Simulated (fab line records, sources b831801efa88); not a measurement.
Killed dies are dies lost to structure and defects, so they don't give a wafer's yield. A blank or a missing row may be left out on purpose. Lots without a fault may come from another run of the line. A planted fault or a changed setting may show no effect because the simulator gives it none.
Which tool did it? | flow sky130 | 11 lots, 32 wafers sampled, at 2 steps of a route of 708

WHAT THE GAUGES READ, wafer by wafer
SKY_GATE_OXIDE_THK_MEAS_02.
lot  | measured     | on            | GATE_OXIDE_OXIDATION_00_THK (nm)
L110 | day 12 13:07 | film_metro-03 | 10.26 10.20 10.20
L112 | day 13 01:53 | film_metro-02 | 10.32 10.27 10.43
L114 | day 14 09:56 | film_metro-02 | 10.41 10.34 10.47
L115 | day 14 09:59 | film_metro-04 | 10.19 10.06 10.07
L116 | day 15 17:10 | film_metro-02 | 10.31 10.29 10.40
L117 | day 15 17:49 | film_metro-04 | 10.59 10.38 10.55
L118 | day 16 15:55 | film_metro-02 | 10.17 10.31 10.53
L119 | day 16 13:02 | film_metro-04 | 10.51 10.52 10.21
L120 | day 16 15:55 | film_metro-03 | 10.49 10.39 10.25
L122 | day 16 22:31 | film_metro-02 | 10.28 10.14 10.14
L126 | day 18 10:30 | film_metro-03 | 10.02 9.94

WHICH TOOL RAN EACH LOT (tool, then ch and the chambers of the sampled wafers, then the start)
lot  | SKY_FIELD_ISO_ETCH_14
L110 | rie_diel-02 ch 0,2, day 2 04:52
L112 | rie_diel-03 ch 0,2,3, day 2 15:45
L114 | rie_diel-04 ch 1,3, day 3 02:52
L115 | rie_diel-03 ch 0,1,3, day 3 07:13
L116 | rie_diel-03 ch 0,2,3, day 3 14:49
L117 | rie_diel-02 ch 1,2, day 3 19:12
L118 | rie_diel-04 ch 1,2,3, day 3 23:49
L119 | rie_diel-02 ch 0,1,3, day 4 05:54
L120 | rie_diel-04 ch 2,3, day 4 10:45
L122 | rie_diel-03 ch 1,2,3, day 4 23:05
L126 | rie_diel-04 ch 2,3, day 5 20:27
- SKY_FIELD_ISO_ETCH_14: etches BARC in N2/H2, stops on SiO2, time 45.9 s, target depth 60 nm.

THE ANSWER, worked out from the rows above alone
Rule: what is usual is taken from the lots themselves. Put in order of their means at a reading, lots are off if they are a third of the lots or fewer, leave a main group of 4 or more, and stand apart from it by a gap of 3 or more times the standard deviation of the main group's means; of several such gaps the widest counts. A main group whose means are all the same, to the digits that the tables above print for the reading, isn't used. A lot without any number at a reading at which 4 lots or more have one is off too. The other lots that the step has rows for count as sound.
No lot is off at any reading shown: from this, nothing can be told.

WHAT THE SIMULATOR HAD PUT IN
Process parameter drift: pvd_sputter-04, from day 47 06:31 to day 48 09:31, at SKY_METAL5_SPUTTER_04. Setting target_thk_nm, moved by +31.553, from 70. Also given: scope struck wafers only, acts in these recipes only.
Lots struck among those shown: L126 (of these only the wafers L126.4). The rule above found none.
